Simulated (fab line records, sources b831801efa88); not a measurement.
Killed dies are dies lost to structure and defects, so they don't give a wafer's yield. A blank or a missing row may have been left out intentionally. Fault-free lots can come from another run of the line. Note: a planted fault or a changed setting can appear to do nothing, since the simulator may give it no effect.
Which tool did it? -- flow sky130 -- 13 lots with 39 wafers sampled at 5 steps, on a route of 708 steps

## WHAT EACH GAUGE READ, for each wafer
SKY_FIELD_ISO_THK_MEAS_02. Usual: FIELD_ISO_OXIDATION_00_THK typically reads 11.91 nm, with standard deviation 0.26.
lot,measured,on,FIELD_ISO_OXIDATION_00_THK (nm),flag
L971,day 1 14:11,filmMetro-04,11.40 11.33 11.56,
L972,day 1 17:04,filmMetro-04,11.57 11.66 11.31,
L974,day 2 03:40,filmMetro-02,11.91 11.88 12.01,
L976,day 2 16:19,filmMetro-02,11.48 11.67 11.85,
L977,day 3 00:52,filmMetro-04,12.44 12.33 12.27,
L979,day 3 04:03,filmMetro-04,11.93 12.01 12.09,
L980,day 3 09:50,filmMetro-02,11.91 11.96 11.85,
L982,day 3 18:38,filmMetro-02,11.74 11.87 11.73,
L987,day 4 21:56,filmMetro-02,11.74 11.70 11.94,
L988,day 5 01:32,filmMetro-01,11.98 11.86 11.73,
L991,day 5 15:38,filmMetro-02,12.19 12.17 12.34,
L993,day 6 01:51,filmMetro-04,12.07 12.04 12.13,
L994,day 6 07:17,filmMetro-02,11.70 11.47 11.35,

SKY_SONOS_TUNNEL_TW_MEAS_12. Usual: SONOS_TUNNEL_TW typically reads 197.2, with standard deviation 1.7.
lot,measured,on,SONOS_TUNNEL_TW,flag
L971,day 11 23:28,filmMetro-02,194.5 195.8 195.7,
L972,day 12 01:29,filmMetro-03,195.8 196.3 196.4,
L974,day 12 12:02,filmMetro-02,196.2 197.3 197.5,
L976,day 13 02:02,filmMetro-03,196.6 198.1 197.5,
L977,day 13 21:01,filmMetro-04,199.7 199.6 199.4,
L979,day 14 03:02,filmMetro-04,200.5 199.3 199.3,
L980,day 14 13:28,filmMetro-04,182.7 182.5 184.0,OFF
L982,day 15 04:49,filmMetro-03,180.2 180.7 180.2,OFF
L987,day 16 20:07,filmMetro-03,195.9 195.9 195.7,
L988,day 17 00:45,filmMetro-02,195.3 193.9 195.0,
L991,day 18 00:40,filmMetro-02,194.8 195.6 196.8,
L993,day 18 20:13,filmMetro-02,196.6 196.6 195.0,
L994,day 19 05:51,filmMetro-03,196.2 195.7 196.5,

SKY_POLY_GATE_THK_MEAS_01. Usual: POLY_GATE_CVD_00_THK typically reads 180.6 nm, with standard deviation 1.7.
lot,measured,on,POLY_GATE_CVD_00_THK (nm),flag
L971,day 14 19:07,filmMetro-03,179.2 179.1 178.2,
L972,day 14 19:07,filmMetro-02,180.0 180.8 179.9,
L974,day 15 13:16,filmMetro-01,183.8 183.6 184.1,
L976,day 15 18:53,filmMetro-03,178.8 178.7 177.6,
L977,day 16 16:06,filmMetro-02,183.1 180.6 181.9,
L979,day 16 22:06,filmMetro-02,178.4 179.2 178.4,
L980,day 17 12:14,filmMetro-02,180.2 180.9 180.5,
L982,day 18 03:15,filmMetro-02,180.8 181.2 181.1,
L987,day 19 23:02,filmMetro-03,180.6 180.7 181.3,
L988,day 19 23:02,filmMetro-02,179.6 180.1 181.4,
L991,day 21 00:18,filmMetro-02,180.3 180.0 178.8,
L993,day 21 22:21,filmMetro-02,179.3 178.5 179.5,
L994,day 22 04:51,filmMetro-01,182.1 180.7 182.2,

## TOOL THAT RAN EACH LOT (tool first, then ch and the chambers of the sampled wafers, then the start)
lot,SKY_FIELD_ISO_ETCH_17,SKY_SONOS_TUNNEL_IMPLANT_09
L971,"rieSi-02 ch 1,2, day 2 06:44","implanter-01 ch 0, day 11 23:02"
L972,"rieSi-01 ch 0,1,2, day 2 10:14","implanter-02 ch 0, day 12 01:05"
L974,"rieSi-02 ch 1,3, day 2 20:20","implanter-01 ch 0, day 12 11:37"
L976,"rieSi-01 ch 0,3, day 3 09:30","implanter-02 ch 0, day 13 01:36"
L977,"rieSi-02 ch 2,3, day 3 19:00","implanter-02 ch 0, day 13 20:37"
L979,"rieSi-01 ch 1,2, day 3 23:27","implanter-01 ch 0, day 14 02:37"
L980,"rieSi-02 ch 0,1,2, day 4 04:33","implanter-01 ch 0, day 14 13:03"
L982,"rieSi-01 ch 0,2,3, day 4 13:14","implanter-01 ch 0, day 15 04:25"
L987,"rieSi-02 ch 0,3, day 5 17:43","implanter-02 ch 0, day 16 19:43"
L988,"rieSi-01 ch 1,2,3, day 5 22:32","implanter-02 ch 0, day 17 00:21"
L991,"rieSi-01 ch 0,1,2, day 6 14:14","implanter-01 ch 0, day 18 00:11"
L993,"rieSi-02 ch 0,1,2, day 6 22:47","implanter-01 ch 0, day 18 19:46"
L994,"rieSi-02 ch 2,3, day 7 07:36","implanter-02 ch 0, day 19 05:27"
- SKY_FIELD_ISO_ETCH_17: etches Si in HBr/Cl2/O2, target depth 342 nm, time 97.7 s.
- SKY_SONOS_TUNNEL_IMPLANT_09

## AS READ BY THE TOOLS THEMSELVES (means over the sampled wafers that have a number; for cases with no such wafer, the mark the record gives instead)
SKY_FIELD_ISO_ETCH_17. Usual: drypumpMotorCurrentA 5.9 A, standard deviation 0.33; oesProductAu 0.996 a.u., standard deviation 0.0093; throttleValvePct 25.659 %, standard deviation 0.0097.
lot,tool,drypumpMotorCurrentA (A),oesProductAu (a.u.),throttleValvePct (%),flag
L971,rieSi-02,6.3,0.999,25.661,
L972,rieSi-01,5.6,0.994,25.662,
L974,rieSi-02,6.1,0.997,25.666,
L976,rieSi-01,5.6,0.995,25.656,
L977,rieSi-02,6.0,1.001,25.651,
L979,rieSi-01,5.9,0.997,25.669,
L980,rieSi-02,6.1,1.005,25.654,
L982,rieSi-01,5.6,0.990,25.667,
L987,rieSi-02,5.8,1.005,25.656,
L988,rieSi-01,5.9,0.990,25.670,
L991,rieSi-01,5.6,0.997,25.662,
L993,rieSi-02,6.1,0.997,25.655,
L994,rieSi-02,6.1,1.005,25.657,

SKY_SONOS_TUNNEL_IMPLANT_09. Usual: faradayCurrentUA at 5.65, with a standard deviation of 0.12.
lot,tool,faradayCurrentUA,flag
L971,implanter-01,5.59,
L972,implanter-02,5.70,
L974,implanter-01,5.66,
L976,implanter-02,5.61,
L977,implanter-02,5.59,
L979,implanter-01,5.63,
L980,implanter-01,5.64,
L982,implanter-01,5.73,
L987,implanter-02,5.71,
L988,implanter-02,5.72,
L991,implanter-01,5.58,
L993,implanter-01,5.62,
L994,implanter-02,5.60,

## THE ANSWER, worked out from the rows above alone
Rule: a lot counts as off when the mean over its wafers that have a number is more than 3 standard deviations away from the usual mean. Also off: a lot with no number at a reading for which 4 or more lots have one. Any other lot the step has rows for is counted as sound. After the gauges, taken in route order, come the tools' own readings; for these a lot's mean is taken, as printed above. The first step at which some lot is off is used, and at that step the reading that is off furthest; a lot without a number counts as furthest.
Off: L980, L982, seen at SKY_SONOS_TUNNEL_TW_MEAS_12 (SONOS_TUNNEL_TW).
A tool fits if, at a process step before that reading, it ran every lot that is off, and no sound lot after the first of them. Gauges at SKY_SONOS_TUNNEL_TW_MEAS_12: tried the same way as those tools. None of those tried fits.

## WHAT THE SIMULATOR PUT IN
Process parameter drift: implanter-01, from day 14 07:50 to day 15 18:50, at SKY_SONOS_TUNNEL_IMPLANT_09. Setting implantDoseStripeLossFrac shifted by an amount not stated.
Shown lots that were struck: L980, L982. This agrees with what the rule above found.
